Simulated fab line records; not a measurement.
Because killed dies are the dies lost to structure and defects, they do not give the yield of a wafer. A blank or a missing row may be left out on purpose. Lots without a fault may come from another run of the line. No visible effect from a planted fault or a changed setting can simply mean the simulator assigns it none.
Struck lot and sound lot, side by side || flow sky130 || 22 steps out of a route of 708
Sound: the wafers L414.3, L414.4, L414.5. The struck wafers were L422.3, L422.5, L422.6. The cause is named last.
Order at every step that has rows: each side's tool, ch and its chambers, its first start. Under that, the readings that differ: sound wafers || struck wafers || difference of the means || sigmas: that difference in standard deviations of wafers without a fault.
alike: words and numbers the same on both sides, and readings whose means are apart by under 2 such deviations; not compared: readings that were withheld, readings missing a value for some wafer, numbers with overlapping values and no deviation given by the record, and bounds like >300 which may hide the same value.
A row with sigmas, a row that says differs or no value, or rows on one side alone: a step with any of these is where the two part. Numbers that have no deviation but don't overlap get no sigmas and don't part them. Lack of a reading on every wafer of one side parts them only where that side has two or more wafers.

first, 5 steps without rows for these wafers: SKY_VT_ADJUST_HVTP_COAT_02 (resist thk 1140 nm); SKY_VT_ADJUST_HVTP_SOFTBAKE_03 (time 60 s); SKY_VT_ADJUST_HVTP_EXPOSE_04 (exposes mask HVTPM, target cd 380 nm); SKY_VT_ADJUST_HVTP_PEB_05; SKY_VT_ADJUST_HVTP_DEVELOP_06 (develop time 60 s).
SKY_VT_ADJUST_HVTP_CD_MEAS_07: target cd 380 nm.
  sound on cd_sem-02, day 6 05:13; struck on cd_sem-01, day 8 08:39
  alike: cd_nm
SKY_VT_ADJUST_HVTP_OVL_MEAS_08:
  sound on overlay-01, day 6 05:19; struck on overlay-02, day 8 08:45
  alike: VT_ADJUST_HVTP_OVL
after that, 1 step had no rows for these wafers: SKY_VT_ADJUST_HVTP_IMPLANT_09.
SKY_VT_ADJUST_HVTP_STRIP_10: strips in O2/N2.
  sound on plasma_asher-01 ch 0,1, day 6 05:31; struck on plasma_asher-01 ch 0,1, day 8 08:57
  alike: drypump_motor_current_A, oes_product_au, strip_time_to_endpoint_s
  not compared: rf_hours_counter_h
SKY_VT_ADJUST_HVTP_TW_MEAS_11:
  sound on film_metro-02, day 6 05:36; struck on film_metro-01, day 8 09:02
  alike: VT_ADJUST_HVTP_TW
then, 2 steps without rows for these wafers: SKY_VT_ADJUST_LVTN_DEHYDRATE_00 (time 60 s); SKY_VT_ADJUST_LVTN_HMDS_01 (prime time 60 s).
SKY_VT_ADJUST_LVTN_COAT_02: resist thk 3000 nm.
  sound on litho_track-02 ch 0, day 6 15:08; struck on litho_track-04 ch 0, day 8 19:19
{"reading": "model.coat_of_VT_ADJUST_LVTN_COAT_02.thk_nm (nm)", "sound": "3022 3037 3026", "struck": "2611 2619 2614", "difference": -414, "sigmas": ""}
  alike: dispense_pressure_kPa, spin_speed_rpm
then, 3 steps without rows for these wafers: SKY_VT_ADJUST_LVTN_SOFTBAKE_03; SKY_VT_ADJUST_LVTN_EXPOSE_04 (exposes mask NWM COMPLEMENT LESS NATIVE, target cd 840 nm); SKY_VT_ADJUST_LVTN_PEB_05.
SKY_VT_ADJUST_LVTN_DEVELOP_06: develop time 60 s.
  sound on litho_track-01 ch 0; struck on litho_track-04 ch 0
{"reading": "model.coat_of_VT_ADJUST_LVTN_COAT_02.thk_nm (nm)", "sound": "3018 3033 3022", "struck": "2607 2615 2610", "difference": -414, "sigmas": ""}
SKY_VT_ADJUST_LVTN_OVL_MEAS_07:
  sound on overlay-02, day 7 00:52; struck on overlay-01, day 9 05:25
  alike: VT_ADJUST_LVTN_OVL
after that, 1 step had no rows for these wafers: SKY_VT_ADJUST_LVTN_IMPLANT_08.
SKY_VT_ADJUST_LVTN_STRIP_09: strips in O2/N2.
  sound on plasma_asher-03 ch 0,1, day 7 01:04; struck on plasma_asher-03 ch 0,1, day 9 05:38
{"reading": "strip_time_to_endpoint_s (s)", "sound": "37.18 37.36 37.23", "struck": "32.47 32.54 32.48", "difference": -4.76, "sigmas": -43}
  alike: drypump_motor_current_A, oes_product_au
  not compared: rf_hours_counter_h
SKY_VT_ADJUST_LVTN_TW_MEAS_10:
  sound on film_metro-01, day 7 01:10; struck on film_metro-04, day 9 05:43
{"reading": "VT_ADJUST_LVTN_TW", "sound": "242.1 243.2 242.5", "struck": "246.1 244.4 244.5", "difference": "+2.4", "sigmas": "+2"}
-- record jumps: 39 days separate the struck wafers' starts on either side; left off in module VT_ADJUST_LVTN, taken up again in module PAD_OPEN, whose first shown step is the route's number 708 --
SKY_PAD_OPEN_PROBE_99:
  sound on prober-01, day 45 16:10; struck on prober-02, day 47 22:02
  alike: killed_at_M0_to_M3, killed_at_M4_up, killed_at_contacts, killed_at_front_end, killed_at_other, killed_dies, killed_open, killed_short

## WHERE THEY PART
At SKY_VT_ADJUST_LVTN_STRIP_09 first; at SKY_VT_ADJUST_LVTN_TW_MEAS_10 last (within this record only). Later steps at which nothing parts them and some readings are alike: SKY_PAD_OPEN_PROBE_99.

WHY: whatever the simulator had introduced
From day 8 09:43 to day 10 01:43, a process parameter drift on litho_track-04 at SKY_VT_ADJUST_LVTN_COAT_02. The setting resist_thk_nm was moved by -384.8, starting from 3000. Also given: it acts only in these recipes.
